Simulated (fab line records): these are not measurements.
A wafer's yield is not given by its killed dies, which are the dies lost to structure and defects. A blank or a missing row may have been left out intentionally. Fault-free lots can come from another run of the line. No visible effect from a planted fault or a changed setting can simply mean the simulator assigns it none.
Problem report, 8D (eight disciplines) form, completed by code ; flow gf180mcu ; the parts of the form that need people (team, actions taken, sign-off) are left out

1. WHAT IS WRONG
tilt-deg at GF_HV_LDD_IMPLANT_34 reads a mean of 34.356 degrees on 9 wafers of 3 lots; wafers without a fault read 30.003 degrees with a standard deviation of 0.021. That is +99 or more standard deviations from the usual mean.
First observed at day 15 05:20: wafer L962.2, on implanter-04. Wafers with a number at this step in the record: 42, from 14 lots. By rule, "out" or "out of limits" means more than 4 standard deviations away from the usual mean. The other wafers with a number count as sound.

2. WHAT IT IS; WHAT IT IS NOT
question;is;is not
which readings at this step;tilt-deg;-
which lots;L962, L963, L964;L952, L953, L954, L955, L961, L965, L969, L970, L972, L973, L974
which wafers of those lots;all that have a number;-
read on which tools;implanter-04;implanter-01, implanter-02
when;from day 15 05:20;"up to then (15 sound wafers); but 18 sound wafers of L965, L969, L970, L972, L973, L974 came after"

3. WHAT RULES OUT EACH SUSPECT
Counting: a tool stays on the suspect list if, at a process step up to the reading, it processed all lots that are out and no sound lot following the first of them.
- implanter-04 at GF_HV_LDD_IMPLANT_34: ruled out as a lasting fault. Sound lots L973 ran on it after its first lot that is out, L962 (day 15 05:20).
Left after counting: nothing in the record.

4. THE CAUSE (what the simulator had put in)
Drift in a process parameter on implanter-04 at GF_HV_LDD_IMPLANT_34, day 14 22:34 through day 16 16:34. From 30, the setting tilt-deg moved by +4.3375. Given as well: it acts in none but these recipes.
Counting ruled it out, wrongly.

5. THE EFFECT CHAIN, in route order
Each row: a reading whose mean over the struck wafers that have a number lies more than 3 standard deviations from the usual. Readings are gone through only where the record gives a usual standard deviation; hours: the median, over the lots, of the time from a lot's start at the first step in this table giving one to that lot's start at this step; sigmas: the change measured in usual standard deviations.
hours;step;reading;usual;on struck wafers;change;sigmas
0;GF_HV_LDD_IMPLANT_34;tilt-deg;30.003 degrees;34.356;+4.353;+99 or more
Its process steps:
- GF_HV_LDD_IMPLANT_34
Readings that are blank on the struck wafers while sound wafers have them: HV_LDD_RS at GF_HV_LDD_RS_MEAS_53.
At these later measuring or inspecting steps, every struck wafer for which the step has a row has a number for every such reading, and none has moved that far: GF_HV_LDD_OVL_MEAS_47, GF_HV_LDD_THK_MEAS_57.

6. WHAT WOULD HAVE CAUGHT IT SOONER
In this record no reading fell out of limits until day 15 05:20, 7 hours after the fault had begun at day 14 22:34.
